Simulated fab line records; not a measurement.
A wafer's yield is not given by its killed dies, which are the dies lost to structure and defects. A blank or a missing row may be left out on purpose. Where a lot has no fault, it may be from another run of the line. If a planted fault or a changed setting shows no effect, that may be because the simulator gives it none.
Which tool did it? ; flow gf180mcu ; Sampling: 13 lots, 39 wafers, 2 of 602 route steps

== WHAT EACH GAUGE READ, for each wafer ==
GF_M2_CD_MEAS_14 targets a cd of 280 nm. Usual: cd_nm at 280.4 nm, with a standard deviation of 1.2.
lot;measured;on;cd_nm (nm);flag
L388;day 20 06:41;cd_sem-02;280.7 282.4 279.7;
L390;day 20 14:42;cd_sem-02;279.3 279.4 279.1;
L389;day 20 19:14;cd_sem-01;281.4 282.6 281.7;
L391;day 21 01:46;cd_sem-02;280.4 281.8 282.4;
L393;day 21 14:20;cd_sem-02;281.2 280.9 280.2;
L395;day 22 13:34;cd_sem-02;280.9 281.5 283.3;
L396;day 23 00:39;cd_sem-01;280.9 280.3 281.0;
L397;day 23 02:40;cd_sem-01;279.6 280.8 279.5;
L400;day 23 23:15;cd_sem-01;279.5 280.3 281.3;
L402;day 24 16:13;cd_sem-02;278.1 278.6 277.5;
L404;day 25 03:55;cd_sem-02;279.5 279.4 278.9;
L406;day 25 20:16;cd_sem-01;281.2 280.4 281.4;
L407;day 26 07:33;cd_sem-02;279.5 279.4 279.3;

GF_M2_OVL_MEAS_15. Usual: M2_OVL 1 nm, standard deviation 6.5.
lot;measured;on;M2_OVL (nm);flag
L388;day 20 06:47;overlay-02;-10 -8 -5;
L390;day 20 14:47;overlay-01;6 6 12;
L389;day 20 19:19;overlay-01;8 -1 0;
L391;day 21 01:53;overlay-02;3 14 13;
L393;day 21 14:28;overlay-02;-5 -3 -3;
L395;day 22 13:41;overlay-02;-3 -4 2;
L396;day 23 00:46;overlay-01;-1 2 -5;
L397;day 23 02:47;overlay-02;7 -3 9;
L400;day 23 23:22;overlay-01;7 4 2;
L402;day 24 16:20;overlay-02;-8 -3 8;
L404;day 25 04:02;overlay-01;5 -9 0;
L406;day 25 20:21;overlay-02;-8 4 -6;
L407;day 26 07:40;overlay-01;-2 -8 -4;

== EACH LOT AND THE TOOL THAT RAN IT (in order: tool; ch and the chambers of the sampled wafers; start) ==
The record shows no process step preceding these readings.

== WHAT THE TOOLS THEMSELVES READ (means of the sampled wafers that have a number; where no wafer has one, the mark that the record gives instead) ==
The record holds no such reading with a usual standard deviation.

== THE ANSWER, worked out from the rows above alone ==
Rule: take the mean of a lot's wafers that have a number; if it is more than 3 standard deviations from the usual mean, the lot is off. Also off: a lot with no number at a reading for which 4 or more lots have one. Any other lot the step has rows for is counted as sound. Order of review: gauges by route order, followed by the tools' own readings, for which a lot's mean as printed above is used. At the first step where some lot is off, the reading lying furthest off is the one used; lots without a number count as furthest.
Across all readings shown, no lot is off: no conclusion can be drawn from this.

== WHAT THE SIMULATOR HAD INSERTED ==
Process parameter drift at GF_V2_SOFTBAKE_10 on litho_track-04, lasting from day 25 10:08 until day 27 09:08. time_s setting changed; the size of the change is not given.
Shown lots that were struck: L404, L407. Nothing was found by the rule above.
